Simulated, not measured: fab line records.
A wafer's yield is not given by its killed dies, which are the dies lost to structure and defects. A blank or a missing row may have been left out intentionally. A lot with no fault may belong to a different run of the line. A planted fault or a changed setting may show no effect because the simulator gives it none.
What tool caused it? || flow gf180mcu || Sampling: 14 lots, 42 wafers, 4 of 602 route steps

== WHAT THE GAUGES SHOWED, per wafer ==
GF_PASSIVATION_BOW_MEAS_14.
{"lot": "L660", "measured": "day 29 06:14", "on": "film-metro-03", "PASSIVATION_BOW (um)": "136 130 109"}
{"lot": "L661", "measured": "day 29 10:13", "on": "film-metro-04", "PASSIVATION_BOW (um)": "133 122 147"}
{"lot": "L662", "measured": "day 29 18:32", "on": "film-metro-03", "PASSIVATION_BOW (um)": "155 159 142"}
{"lot": "L663", "measured": "day 29 18:47", "on": "film-metro-02", "PASSIVATION_BOW (um)": "147 139 144"}
{"lot": "L664", "measured": "day 30 13:25", "on": "film-metro-04", "PASSIVATION_BOW (um)": "127 116 115"}
{"lot": "L665", "measured": "day 30 18:15", "on": "film-metro-02", "PASSIVATION_BOW (um)": "147 136 153"}
{"lot": "L671", "measured": "day 32 13:47", "on": "film-metro-04", "PASSIVATION_BOW (um)": "111 107 122"}
{"lot": "L672", "measured": "day 32 18:44", "on": "film-metro-03", "PASSIVATION_BOW (um)": "138 132 144"}
{"lot": "L675", "measured": "day 33 06:15", "on": "film-metro-03", "PASSIVATION_BOW (um)": "156 142 150"}
{"lot": "L678", "measured": "day 33 22:04", "on": "film-metro-03", "PASSIVATION_BOW (um)": "131 141 145"}
{"lot": "L679", "measured": "day 33 23:11", "on": "film-metro-02", "PASSIVATION_BOW (um)": "140 123 125"}
{"lot": "L681", "measured": "day 34 13:14", "on": "film-metro-03", "PASSIVATION_BOW (um)": "146 132 139"}
{"lot": "L682", "measured": "day 34 16:11", "on": "film-metro-02", "PASSIVATION_BOW (um)": "133 146 154"}
{"lot": "L683", "measured": "day 34 20:51", "on": "film-metro-02", "PASSIVATION_BOW (um)": "145 135 140"}

== EACH LOT AND THE TOOL THAT RAN IT (in order: tool; ch and the chambers of the sampled wafers; start) ==
{"lot": "L660", "GF_CONTACT_ETCH_17": "rie-diel-01 ch 2,3, day 16 10:00", "GF_V5_CVD_23": "cvd-w-01 ch 0,1, day 27 11:59", "GF_V5_CMP_26": "cmp-02 ch 1,2, day 27 12:14"}
{"lot": "L661", "GF_CONTACT_ETCH_17": "rie-diel-02 ch 2,3, day 16 13:00", "GF_V5_CVD_23": "cvd-w-02 ch 0,1, day 27 15:17", "GF_V5_CMP_26": "cmp-01 ch 0,1, day 27 15:32"}
{"lot": "L662", "GF_CONTACT_ETCH_17": "rie-diel-03 ch 0,2,3, day 16 22:00", "GF_V5_CVD_23": "cvd-w-02 ch 0,1, day 28 00:08", "GF_V5_CMP_26": "cmp-01 ch 1,2,3, day 28 00:28"}
{"lot": "L663", "GF_CONTACT_ETCH_17": "rie-diel-01 ch 0,2,3, day 16 23:00", "GF_V5_CVD_23": "cvd-w-01 ch 0,1, day 28 00:08", "GF_V5_CMP_26": "cmp-02 ch 0,1,2, day 28 00:26"}
{"lot": "L664", "GF_CONTACT_ETCH_17": "rie-diel-01 ch 1,2,3, day 17 23:00", "GF_V5_CVD_23": "cvd-w-02 ch 0,1, day 28 19:45", "GF_V5_CMP_26": "cmp-02 ch 0,3, day 28 20:05"}
{"lot": "L665", "GF_CONTACT_ETCH_17": "rie-diel-02 ch 0,2,3, day 18 05:00", "GF_V5_CVD_23": "cvd-w-02 ch 0,1, day 29 00:46", "GF_V5_CMP_26": "cmp-02 ch 1,2,3, day 29 01:32"}
{"lot": "L671", "GF_CONTACT_ETCH_17": "rie-diel-01 ch 1,2,3, day 20 14:00", "GF_V5_CVD_23": "cvd-w-01 ch 0,1, day 30 23:52", "GF_V5_CMP_26": "cmp-02 ch 1,2, day 31 00:09"}
{"lot": "L672", "GF_CONTACT_ETCH_17": "rie-diel-01 ch 0,3, day 20 20:00", "GF_V5_CVD_23": "cvd-w-02 ch 0,1, day 31 04:36", "GF_V5_CMP_26": "cmp-02 ch 2,3, day 31 05:01"}
{"lot": "L675", "GF_CONTACT_ETCH_17": "rie-diel-03 ch 1,2, day 21 15:00", "GF_V5_CVD_23": "cvd-w-02 ch 0,1, day 31 17:16", "GF_V5_CMP_26": "cmp-02 ch 0,1,3, day 31 17:43"}
{"lot": "L678", "GF_CONTACT_ETCH_17": "rie-diel-03 ch 1,2,3, day 22 11:00", "GF_V5_CVD_23": "cvd-w-02 ch 0,1, day 32 09:45", "GF_V5_CMP_26": "cmp-02 ch 1,3, day 32 10:05"}
{"lot": "L679", "GF_CONTACT_ETCH_17": "rie-diel-02 ch 0,1,2, day 22 15:00", "GF_V5_CVD_23": "cvd-w-02 ch 0,1, day 32 11:05", "GF_V5_CMP_26": "cmp-02 ch 0,2,3, day 32 11:22"}
{"lot": "L681", "GF_CONTACT_ETCH_17": "rie-diel-01 ch 1,2, day 23 14:00", "GF_V5_CVD_23": "cvd-w-01 ch 0,1, day 33 02:55", "GF_V5_CMP_26": "cmp-02 ch 1,2,3, day 33 03:22"}
{"lot": "L682", "GF_CONTACT_ETCH_17": "rie-diel-01 ch 1,2, day 23 19:00", "GF_V5_CVD_23": "cvd-w-02 ch 0,1, day 33 06:22", "GF_V5_CMP_26": "cmp-02 ch 0,2, day 33 06:37"}
{"lot": "L683", "GF_CONTACT_ETCH_17": "rie-diel-01 ch 1,3, day 24 03:00", "GF_V5_CVD_23": "cvd-w-01 ch 0,1, day 33 11:26", "GF_V5_CMP_26": "cmp-01 ch 1,2,3, day 33 11:46"}
- GF_CONTACT_ETCH_17: etches SiO2 in C4F8/O2/Ar, stops on CoSi2, target depth 860 nm.
- GF_V5_CVD_23: deposits W, target thk 350 nm, time 104.9 s.
- GF_V5_CMP_26: polishes, stops on SiO2, t overpolish 15 s, target thk 0 nm.

== AS READ BY THE TOOLS THEMSELVES (means over the sampled wafers that have a number; for cases with no such wafer, the mark the record gives instead) ==
GF_CONTACT_ETCH_17.
{"lot": "L660", "tool": "rie-diel-01", "oes-product-au (a.u.)": 0.813}
{"lot": "L661", "tool": "rie-diel-02", "oes-product-au (a.u.)": 0.817}
{"lot": "L662", "tool": "rie-diel-03", "oes-product-au (a.u.)": 0.814}
{"lot": "L663", "tool": "rie-diel-01", "oes-product-au (a.u.)": 0.816}
{"lot": "L664", "tool": "rie-diel-01", "oes-product-au (a.u.)": 0.816}
{"lot": "L665", "tool": "rie-diel-02", "oes-product-au (a.u.)": 0.815}
{"lot": "L671", "tool": "rie-diel-01", "oes-product-au (a.u.)": 0.818}
{"lot": "L672", "tool": "rie-diel-01", "oes-product-au (a.u.)": 0.811}
{"lot": "L675", "tool": "rie-diel-03", "oes-product-au (a.u.)": 0.813}
{"lot": "L678", "tool": "rie-diel-03", "oes-product-au (a.u.)": 0.808}
{"lot": "L679", "tool": "rie-diel-02", "oes-product-au (a.u.)": 0.809}
{"lot": "L681", "tool": "rie-diel-01", "oes-product-au (a.u.)": 0.819}
{"lot": "L682", "tool": "rie-diel-01", "oes-product-au (a.u.)": 0.814}
{"lot": "L683", "tool": "rie-diel-01", "oes-product-au (a.u.)": 0.812}

GF_V5_CVD_23.
{"lot": "L660", "tool": "cvd-w-01", "chamber-pressure-Torr (Torr)": 39.99, "heater-power-w (W)": 868, "susceptor-temp-C (C)": 399.88}
{"lot": "L661", "tool": "cvd-w-02", "chamber-pressure-Torr (Torr)": 39.94, "heater-power-w (W)": 771, "susceptor-temp-C (C)": 400.04}
{"lot": "L662", "tool": "cvd-w-02", "chamber-pressure-Torr (Torr)": 40.00, "heater-power-w (W)": 759, "susceptor-temp-C (C)": 400.02}
{"lot": "L663", "tool": "cvd-w-01", "chamber-pressure-Torr (Torr)": 39.93, "heater-power-w (W)": 901, "susceptor-temp-C (C)": 399.74}
{"lot": "L664", "tool": "cvd-w-02", "chamber-pressure-Torr (Torr)": 40.04, "heater-power-w (W)": 763, "susceptor-temp-C (C)": 400.09}
{"lot": "L665", "tool": "cvd-w-02", "chamber-pressure-Torr (Torr)": 40.01, "heater-power-w (W)": 761, "susceptor-temp-C (C)": 400.33}
{"lot": "L671", "tool": "cvd-w-01", "chamber-pressure-Torr (Torr)": 39.91, "heater-power-w (W)": 910, "susceptor-temp-C (C)": 400.26}
{"lot": "L672", "tool": "cvd-w-02", "chamber-pressure-Torr (Torr)": 39.94, "heater-power-w (W)": 773, "susceptor-temp-C (C)": 399.68}
{"lot": "L675", "tool": "cvd-w-02", "chamber-pressure-Torr (Torr)": 39.99, "heater-power-w (W)": 772, "susceptor-temp-C (C)": 400.25}
{"lot": "L678", "tool": "cvd-w-02", "chamber-pressure-Torr (Torr)": 39.92, "heater-power-w (W)": 775, "susceptor-temp-C (C)": 400.09}
{"lot": "L679", "tool": "cvd-w-02", "chamber-pressure-Torr (Torr)": 39.89, "heater-power-w (W)": 760, "susceptor-temp-C (C)": 400.01}
{"lot": "L681", "tool": "cvd-w-01", "chamber-pressure-Torr (Torr)": 39.99, "heater-power-w (W)": 915, "susceptor-temp-C (C)": 400.01}
{"lot": "L682", "tool": "cvd-w-02", "chamber-pressure-Torr (Torr)": 40.02, "heater-power-w (W)": 787, "susceptor-temp-C (C)": 399.90}
{"lot": "L683", "tool": "cvd-w-01", "chamber-pressure-Torr (Torr)": 39.96, "heater-power-w (W)": 877, "susceptor-temp-C (C)": 399.94}

GF_V5_CMP_26.
{"lot": "L660", "tool": "cmp-02", "motor-current-A (A)": 10.1, "overpolish-run-s (s)": 15.005, "retaining-ring-pressure-frac": 0.995, "time-to-endpoint-s (s)": 81}
{"lot": "L661", "tool": "cmp-01", "motor-current-A (A)": 10.8, "overpolish-run-s (s)": 14.999, "retaining-ring-pressure-frac": 1.000, "time-to-endpoint-s (s)": 83}
{"lot": "L662", "tool": "cmp-01", "motor-current-A (A)": 11.0, "overpolish-run-s (s)": 15.006, "retaining-ring-pressure-frac": 1.000, "time-to-endpoint-s (s)": 84}
{"lot": "L663", "tool": "cmp-02", "motor-current-A (A)": 10.7, "overpolish-run-s (s)": 15.002, "retaining-ring-pressure-frac": 0.996, "time-to-endpoint-s (s)": 81}
{"lot": "L664", "tool": "cmp-02", "motor-current-A (A)": 11.3, "overpolish-run-s (s)": 15.007, "retaining-ring-pressure-frac": 0.996, "time-to-endpoint-s (s)": 83}
{"lot": "L665", "tool": "cmp-02", "motor-current-A (A)": 10.7, "overpolish-run-s (s)": 15.000, "retaining-ring-pressure-frac": 0.993, "time-to-endpoint-s (s)": 84}
{"lot": "L671", "tool": "cmp-02", "motor-current-A (A)": 10.0, "overpolish-run-s (s)": 14.996, "retaining-ring-pressure-frac": 1.003, "time-to-endpoint-s (s)": 83}
{"lot": "L672", "tool": "cmp-02", "motor-current-A (A)": 10.9, "overpolish-run-s (s)": 15.002, "retaining-ring-pressure-frac": 1.002, "time-to-endpoint-s (s)": 83}
{"lot": "L675", "tool": "cmp-02", "motor-current-A (A)": 10.9, "overpolish-run-s (s)": 15.008, "retaining-ring-pressure-frac": 0.999, "time-to-endpoint-s (s)": 86}
{"lot": "L678", "tool": "cmp-02", "motor-current-A (A)": 10.9, "overpolish-run-s (s)": 15.007, "retaining-ring-pressure-frac": 1.000, "time-to-endpoint-s (s)": 85}
{"lot": "L679", "tool": "cmp-02", "motor-current-A (A)": 11.0, "overpolish-run-s (s)": 15.006, "retaining-ring-pressure-frac": 1.001, "time-to-endpoint-s (s)": 88}
{"lot": "L681", "tool": "cmp-02", "motor-current-A (A)": 10.5, "overpolish-run-s (s)": 14.999, "retaining-ring-pressure-frac": 1.005, "time-to-endpoint-s (s)": 85}
{"lot": "L682", "tool": "cmp-02", "motor-current-A (A)": 10.4, "overpolish-run-s (s)": 15.005, "retaining-ring-pressure-frac": 0.997, "time-to-endpoint-s (s)": 85}
{"lot": "L683", "tool": "cmp-01", "motor-current-A (A)": 11.3, "overpolish-run-s (s)": 15.002, "retaining-ring-pressure-frac": 1.000, "time-to-endpoint-s (s)": 85}

== THE ANSWER, worked out from the rows above alone ==
Rule: what is usual is taken from the lots themselves. The widest of any qualifying gaps counts: lots, ordered by their means at a reading, are off when they make up no more than a third of the lots, leave a main group of 4 or more, and stand apart from it by 3 or more times the standard deviation of that group's means. A main group whose means are all the same, to the digits that the tables above print for the reading, isn't used. A lot without any number at a reading at which 4 lots or more have one is off too. Where the step has rows for the other lots, those lots are counted as sound. First the gauges in route order, then the tools' own readings, where a lot's mean is used as printed above. At the first step where some lot is off, the reading lying furthest off is the one used; lots without a number count as furthest.
Across all readings shown, no lot is off: no conclusion can be drawn from this.

== WHAT THE SIMULATOR HAD PUT IN ==
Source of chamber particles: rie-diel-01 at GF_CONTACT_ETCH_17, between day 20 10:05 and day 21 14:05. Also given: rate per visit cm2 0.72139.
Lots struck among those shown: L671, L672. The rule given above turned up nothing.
